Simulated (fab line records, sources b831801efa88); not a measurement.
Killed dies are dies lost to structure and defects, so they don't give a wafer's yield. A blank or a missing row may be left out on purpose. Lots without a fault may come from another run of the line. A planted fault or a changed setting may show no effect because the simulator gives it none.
Which tool did it? | flow gf180mcu | 14 lots, 41 wafers sampled, at 3 steps of a route of 602

WHAT THE GAUGES READ, wafer by wafer
GF_HV_LDD_TW_MEAS_11.
lot  | measured     | on            | HV_LDD_TW
L637 | day 10 02:17 | film_metro-04 | 2415 2416 2409
L638 | day 10 06:40 | film_metro-04 | 2412 2399 2406
L639 | day 10 10:28 | film_metro-03 | 2365 2379 2380
L640 | day 10 22:01 | film_metro-01 | 2456 2458 2466
L643 | day 11 20:01 | film_metro-04 | 2401 2404 2407
L644 | day 12 04:19 | film_metro-01 | 2454 2447
L645 | day 12 14:59 | film_metro-01 | 2300 2299 2297
L646 | day 12 20:07 | film_metro-04 | 2267 2269 2275
L655 | day 15 13:52 | film_metro-04 | 2415 2406 2405
L656 | day 15 22:25 | film_metro-04 | 2414 2427 2422
L657 | day 16 04:52 | film_metro-03 | 2388 2384 2376
L658 | day 16 15:22 | film_metro-01 | 2421 2440 2430
L659 | day 17 07:01 | film_metro-04 | 2419 2438 2411
L660 | day 17 09:25 | film_metro-01 | 2441 2447 2458

GF_HV_LDD_RS_MEAS_53: measures by four-point-probe.
lot  | measured     | on            | HV_LDD_RS (ohm/sq)
L637 | day 12 11:26 | film_metro-01 | 418.3 418.2 418.6
L638 | day 12 16:54 | film_metro-04 | 417.5 417.1 417.1
L639 | day 12 19:52 | film_metro-01 | 419.2 419.8 418.9
L640 | day 13 07:54 | film_metro-03 | 418.8 419.1 418.9
L643 | day 14 09:36 | film_metro-01 | 417.2 416.8 416.4
L644 | day 14 18:05 | film_metro-01 | 417.4 417.5
L645 | day 15 06:17 | film_metro-03 | 461.4 460.5 462.7
L646 | day 15 11:35 | film_metro-01 | 462.1 460.4 462.3
L655 | day 18 11:02 | film_metro-03 | 420.9 419.7 419.4
L656 | day 18 21:02 | film_metro-03 | 417.7 417.2 418.1
L657 | day 19 02:30 | film_metro-01 | 417.7 418.1 417.9
L658 | day 19 14:14 | film_metro-01 | 420.7 418.6 418.9
L659 | day 20 07:14 | film_metro-01 | 419.2 419.6 419.5
L660 | day 20 08:41 | film_metro-04 | 417.8 416.3 416.1

WHICH TOOL RAN EACH LOT (tool, then ch and the chambers of the sampled wafers, then the start)
lot  | GF_HV_LDD_IMPLANT_09
L637 | implanter-02 ch 0, day 10 02:04
L638 | implanter-02 ch 0, day 10 06:25
L639 | implanter-02 ch 0, day 10 10:14
L640 | implanter-03 ch 0, day 10 21:46
L643 | implanter-03 ch 0, day 11 19:46
L644 | implanter-02 ch 0, day 12 04:04
L645 | implanter-03 ch 0, day 12 14:46
L646 | implanter-03 ch 0, day 12 19:52
L655 | implanter-03 ch 0, day 15 13:37
L656 | implanter-02 ch 0, day 15 22:10
L657 | implanter-02 ch 0, day 16 04:37
L658 | implanter-02 ch 0, day 16 15:07
L659 | implanter-03 ch 0, day 17 06:46
L660 | implanter-03 ch 0, day 17 09:10
- GF_HV_LDD_IMPLANT_09

WHAT THE TOOLS THEMSELVES READ (means of the sampled wafers that have a number; where no wafer has one, the mark that the record gives instead)
GF_HV_LDD_IMPLANT_09.
lot  | tool         | beam_on_s (s) | faraday_current_uA
L637 | implanter-02 | 10.17         | 555
L638 | implanter-02 | 10.01         | 562
L639 | implanter-02 | 10.07         | 561
L640 | implanter-03 | 10.10         | 557
L643 | implanter-03 | 10.10         | 558
L644 | implanter-02 | 9.98          | 564
L645 | implanter-03 | 8.02          | 705
L646 | implanter-03 | 7.99          | 706
L655 | implanter-03 | 9.95          | 567
L656 | implanter-02 | 9.72          | 579
L657 | implanter-02 | 9.94          | 567
L658 | implanter-02 | 10.14         | 555
L659 | implanter-03 | 10.10         | 558
L660 | implanter-03 | 10.08         | 558

THE ANSWER, worked out from the rows above alone
Rule: what is usual is taken from the lots themselves. Put in order of their means at a reading, lots are off if they are a third of the lots or fewer, leave a main group of 4 or more, and stand apart from it by a gap of 3 or more times the standard deviation of the main group's means; of several such gaps the widest counts. A main group whose means are all the same, to the digits that the tables above print for the reading, isn't used. A lot without any number at a reading at which 4 lots or more have one is off too. The other lots that the step has rows for count as sound. The gauges are gone through in route order, then the tools' own readings, and for those a lot's mean is taken as printed above. The first step at which some lot is off is used, and at that step the reading that is off furthest; a lot without a number counts as furthest.
Off: L645, L646, at GF_HV_LDD_TW_MEAS_11 (HV_LDD_TW). The main group: mean 2419, standard deviation 25.
A tool fits if, at a process step before that reading, it ran every lot that is off, and no sound lot after the first of them. The gauges at GF_HV_LDD_TW_MEAS_11 aren't tried: what is off there is off at GF_HV_LDD_IMPLANT_09 too, on other tools, and a gauge's error can't cause that. None of those tried fits.

WHAT THE SIMULATOR HAD PUT IN
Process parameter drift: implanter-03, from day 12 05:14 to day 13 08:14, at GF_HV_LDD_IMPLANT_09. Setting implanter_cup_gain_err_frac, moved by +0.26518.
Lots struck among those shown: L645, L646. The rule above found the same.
